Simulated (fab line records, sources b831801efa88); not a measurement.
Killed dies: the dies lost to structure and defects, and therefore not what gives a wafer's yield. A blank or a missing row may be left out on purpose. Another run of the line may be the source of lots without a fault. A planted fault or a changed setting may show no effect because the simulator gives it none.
Comparing a struck lot with a sound one ; flow gf180mcu ; 16 steps out of a route of 602
Sound: wafers L558.1, L558.2, L558.5. Struck: wafers L563.3, L563.6. (L563.4 of the same lot was not struck and is left out.) The cause comes at the end.
For every step that has rows: the tool of each side, followed by ch and its chambers, followed by its first start. Under that, the readings that differ: sound wafers ; struck wafers ; difference of the means ; sigmas: that difference in standard deviations of wafers without a fault.
alike: same words and numbers on both sides, and readings whose means sit less than 2 such deviations apart. not compared: any withheld reading, any reading some wafer has no value for, any bound like >300 that may hide the same value, and any number with overlapping values for which the record gives no deviation.
Wherever a step has rows on one side only, a row that says differs or no value, or a row with sigmas, the two part there. Numbers that have no deviation but don't overlap get no sigmas and don't part them. A reading missing from all wafers of one side parts the sides only when that side holds two or more wafers.

GF_M1_SPUTTER_04: material TiN, target thk 50 nm, time 41.7 s.
  struck on pvd sputter-03, day 19 12:22; sound on pvd sputter-02, day 17 13:22
reading;sound;struck;difference;sigmas
throttle valve pct (%);28.2 29.9 29.9;31.6 31.4;+2.2;+2
GF_M1_RS_MEAS_05: measures by four-point-probe.
  struck on film metro-04, day 19 12:27; sound on film metro-01, day 17 13:24
reading;sound;struck;difference;sigmas
M1_ALCU_RS (ohm/sq);0.0687 0.0693 0.0692;0.0712 0.0709;+0.0020;+3
GF_M1_THK_MEAS_06: measures by xrf.
  struck on film metro-04, day 19 12:33; sound on film metro-01, day 17 13:31
  alike: M1_ALCU_THK
then, 7 steps without rows for these wafers: GF_M1_DEHYDRATE_07 (time 60 s); GF_M1_HMDS_08 (prime time 60 s); GF_M1_COAT_09 (resist thk 1000 nm); GF_M1_SOFTBAKE_10 (time 60 s); GF_M1_EXPOSE_11 (exposes mask Metal1, target cd 230 nm); GF_M1_PEB_12 (peb time 90 s); GF_M1_DEVELOP_13 (develop time 60 s).
GF_M1_CD_MEAS_14: target cd 230 nm.
  struck on cd sem-01, day 20 12:29; sound on cd sem-02, day 18 12:57
  alike: cd nm
GF_M1_OVL_MEAS_15:
  struck on overlay-01, day 20 12:35; sound on overlay-01, day 18 13:04
  alike: M1_OVL
GF_M1_METAL_ETCH_16: etches the open film in Cl2/BCl3, stops on SiO2, target depth 627.5 nm, time 104.6 s.
  sound on rie metal-04 ch 0,1, day 18 13:06; struck on rie metal-03 ch 0,1, day 20 12:38
reading;sound;struck;difference;sigmas
oes product au (a.u.);0.972 0.972 0.975;0.735 0.733;-0.239;-37
throttle valve pct (%);28.255 28.251 28.252;28.506 28.515;+0.258;+26
model.etch.depth nm (nm);605.8 603.3 603.1;357.7 360.2;-245.1;
model.M1.feature depth nm (nm);605.8 603.3 603.1;357.7 360.2;-245.1;
model.KrF_of_M1_COAT_09.thk nm (nm);738.3 738.5 739.2;841.5 835.5;+99.8;
  alike: drypump motor current A
  not compared: rf hours counter h
GF_M1_STRIP_17: strips in O2/N2.
  sound on plasma asher-04 ch 0,1, day 18 13:13; struck on plasma asher-03 ch 0,1, day 20 12:45
reading;sound;struck;difference;sigmas
oes product au (a.u.);0.556 0.560 0.554;0.600 0.590;+0.038;+8
strip time to endpoint s (s);7.90 7.89 7.91;8.90 8.84;+0.97;+28
  alike: drypump motor current A, heater power w
  not compared: rf hours counter h
then, 1 step without rows for these wafers: GF_M1_STRIP_18 (strips in post etch residue remover, time 1200 s).
-- the record jumps here: 11 days lie between the struck wafers' starts before and after (it left off in module M1 and takes up again in module PASSIVATION, whose first step shown is number 602 of the route) --
GF_PASSIVATION_PROBE_99:
  struck on prober-02, day 31 18:25; sound on prober-01, day 30 05:06
reading;sound;struck;difference;sigmas
model.etest.pmos_6p0.short;0 0 0;1 1;+1;
model.etest.field n.over limit;0 0 0;1 1;+1;
model.etest.iso nplus nwell.over limit;0 0 0;1 1;+1;
model.etest.met1.short;0 0 0;1 1;+1;
model.etest.met1 comb.over limit;0 0 0;1 1;+1;
model.etest.diode nwell sub.over limit;0 0 0;1 1;+1;
model.etest.via2 chain.short;0 0 0;1 1;+1;
model.etest.cap mim.short;0 0 0;1 1;+1;

WHERE THEY PART
Last at GF_M1_STRIP_17 as far as this record goes, first at GF_M1_SPUTTER_04.

WHY: what had been put in by the simulator
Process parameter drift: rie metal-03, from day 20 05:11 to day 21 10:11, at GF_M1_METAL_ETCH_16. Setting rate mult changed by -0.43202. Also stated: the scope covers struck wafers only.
